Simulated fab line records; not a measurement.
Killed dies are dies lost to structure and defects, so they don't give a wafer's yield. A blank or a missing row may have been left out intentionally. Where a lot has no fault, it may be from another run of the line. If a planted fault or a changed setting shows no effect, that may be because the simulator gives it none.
2 desks, one fault -- flow gf180mcu -- each desk holds nothing but its own numbers, with what lay behind them at the end

== THE METROLOGY DESK ==
Lot by lot, what the gauges showed, no matter which tool ran the lot: averages of those sampled wafers that carry a number. Marked OUT: a lot whose mean sits more than 4 standard deviations from the usual mean, which makes it out of limits; the brackets give that distance.
Columns: A = V5_W_THK at GF_V5_THK_MEAS_25, usual 353 nm
lot,first seen here,A
L527,day 27 07:17,351
L529,day 27 23:31,357
L531,day 28 17:06,362
L532,day 28 23:10,346
L541,day 31 10:08,347
L542,day 31 16:41,350
L543,day 32 02:56,355
L544,day 32 03:39,349
L545,day 32 14:22,355
L546,day 32 20:52,356
L548,day 33 03:25,355
L549,day 33 07:43,344
This desk's verdict: no lot among the 12 shows anything out of limits.

== THE TOOL OWNER'S DESK: pvd sputter-04 ==
At GF_M2_SPUTTER_04 (material TiN, target thk 50 nm, time 41.7 s) the tool's own readings: per lot run on this tool, the mean of the sampled wafers that have a number. Marked OUT: a lot whose mean sits more than 4 standard deviations from the usual mean, which makes it out of limits; the brackets give that distance.
Columns: A = cathode dc power W at GF_M2_SPUTTER_04, usual 6500.1 W; B = throttle valve pct at GF_M2_SPUTTER_04, usual 29.6 %
lot,first seen here,A,B
L527,day 18 06:05,6500.6,29.8
L529,day 19 02:28,6499.6,29.6
L531,day 19 23:10,6500.6,30.7
L532,day 20 04:40,6500.6,28.9
L545,day 24 20:40,6500.5,30.1
This desk's verdict: no lot among the 5 shows anything out of limits.

== TAKEN TOGETHER ==
The metrology desk saw nothing out of limits.
The tool owner's desk saw nothing out of limits.

== WHAT WAS PUT IN BY THE SIMULATOR ==
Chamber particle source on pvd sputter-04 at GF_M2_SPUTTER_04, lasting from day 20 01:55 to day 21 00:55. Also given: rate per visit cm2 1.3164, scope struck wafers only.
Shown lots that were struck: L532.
